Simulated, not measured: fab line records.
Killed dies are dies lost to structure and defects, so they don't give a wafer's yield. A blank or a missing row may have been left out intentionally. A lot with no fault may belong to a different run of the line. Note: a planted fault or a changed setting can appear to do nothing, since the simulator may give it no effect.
Comparing a struck lot with a sound one ; flow sky130 ; 21 steps out of a route of 708
Sound: these wafers, L882.1, L882.2, L882.4. Wafers L886.4, L886.5 were the ones struck. The cause is named last.
For every step that has rows: the tool of each side, followed by ch and its chambers, followed by its first start. Under that, the readings that differ: sound wafers ; struck wafers ; difference of the means ; sigmas: that difference in standard deviations of wafers without a fault.
alike: readings whose means differ by less than 2 such deviations, and words and numbers that are the same on both sides. not compared: withheld readings, readings that some wafer has no value for, bounds like >300 that may hide the same value, and numbers for which the record gives no deviation and whose values overlap.
A row with sigmas, a row that says differs or no value, or rows on one side alone: a step with any of these is where the two part. When numbers do not overlap yet have no deviation, they are printed without sigmas and do not part them. Lack of a reading on every wafer of one side parts them only where that side has two or more wafers.

SKY_SD_N_RS_MEAS_17: measures by four-point-probe.
  sound on film-metro-01 at day 31 00:20; struck on film-metro-01 at day 32 07:10
  alike: SD_P_RS
SKY_SD_N_RS_MEAS_18: measures by four-point-probe.
  sound on film-metro-01 at day 31 00:27; struck on film-metro-01 at day 32 07:17
  alike: RES_XHIGH_RS
then, 2 steps without rows for these wafers: SKY_SALICIDE_CLEAN_00 (cleans in HF-last, time 30 s); SKY_LI_CONTACT_HDPCVD_00 (deposits PSG, target thk 930 nm, time 155 s).
SKY_LI_CONTACT_THK_MEAS_01:
  sound on film-metro-04 at day 31 00:43; struck on film-metro-04 at day 32 07:29
  alike: LI_CONTACT_HDPCVD_THK
SKY_LI_CONTACT_CMP_02: polishes PSG.
  sound on cmp-02 ch 1,2,3, day 31 00:46; struck on cmp-01 ch 1,3, day 32 07:37
  alike: motor-current-A, retaining-ring-pressure-frac, time-to-endpoint-s
SKY_LI_CONTACT_BOW_MEAS_03:
  sound on film-metro-01 at day 31 01:04; struck on film-metro-03 at day 32 07:53
  alike: LI_CONTACT_BOW
then, 5 steps without rows for these wafers: SKY_LI_CONTACT_DEHYDRATE_04 (time 60 s); SKY_LI_CONTACT_HMDS_05 (prime time 60 s); SKY_LI_CONTACT_COAT_06 (resist thk 60 nm); SKY_LI_CONTACT_COAT_07 (resist thk 450 nm); SKY_LI_CONTACT_SOFTBAKE_08 (time 90 s).
SKY_LI_CONTACT_EXPOSE_09: exposes mask LICM1, target cd 170 nm.
  sound on krf-scanner-01 ch 0, day 31 15:15; struck on krf-scanner-01 ch 0, day 32 21:26
  alike: mask, exposure-dose-mJ-cm2
then, 2 steps without rows for these wafers: SKY_LI_CONTACT_PEB_10; SKY_LI_CONTACT_DEVELOP_11 (develop time 60 s).
SKY_LI_CONTACT_CD_MEAS_12: target cd 170 nm.
  sound on cd-sem-01 at day 32 03:56; struck on cd-sem-01 at day 33 10:32
  alike: cd-nm
SKY_LI_CONTACT_OVL_MEAS_13:
  sound on overlay-02 at day 32 04:04; struck on overlay-01 at day 33 10:37
  alike: LI_CONTACT_OVL
SKY_LI_CONTACT_ETCH_14: etches BARC in N2/H2, stops on SiO2, time 45.9 s, target depth 60 nm.
  sound on rie-diel-01 ch 0,1,2, day 32 04:05; struck on rie-diel-01 ch 1, day 33 10:38
reading;sound;struck;difference;sigmas
model.LI_CONTACT.cd-nm (nm);168.3 168.8 167.9;164.7 167.5;-2.2;
  alike: drypump-motor-current-A, oes-product-au, throttle-valve-pct
  not compared: rf-hours-counter-h
SKY_LI_CONTACT_ETCH_15: etches PSG in C4F8/O2/Ar, stops on Si, target depth 600 nm.
  sound on rie-diel-01 ch 0,1,2, day 32 04:08; struck on rie-diel-01 ch 1, day 33 10:40
reading;sound;struck;difference;sigmas
model.LI_CONTACT.cd-nm (nm);168.4 169.5 167.6;164.1 167;-2.9;
  alike: oes-product-au
SKY_LI_CONTACT_STRIP_16: strips in O2/N2.
  sound on plasma-asher-04 ch 0,1, day 32 04:13; struck on plasma-asher-04 ch 0,1, day 33 10:47
  alike: drypump-motor-current-A, oes-product-au, strip-time-to-endpoint-s
  not compared: rf-hours-counter-h
-- here the record skips 15 days between the struck wafers' starts before and after, leaving off in module LI_CONTACT and picking up in module PAD_OPEN (first step shown: number 708 of the route) --
SKY_PAD_OPEN_PROBE_99:
  rows exist in the record for the struck wafers here (prober-01, day 48 21:22), but not for the sound ones

## WHERE THEY PART
At SKY_PAD_OPEN_PROBE_99 and nowhere else, as far as this record goes.

WHY: whatever the simulator had introduced
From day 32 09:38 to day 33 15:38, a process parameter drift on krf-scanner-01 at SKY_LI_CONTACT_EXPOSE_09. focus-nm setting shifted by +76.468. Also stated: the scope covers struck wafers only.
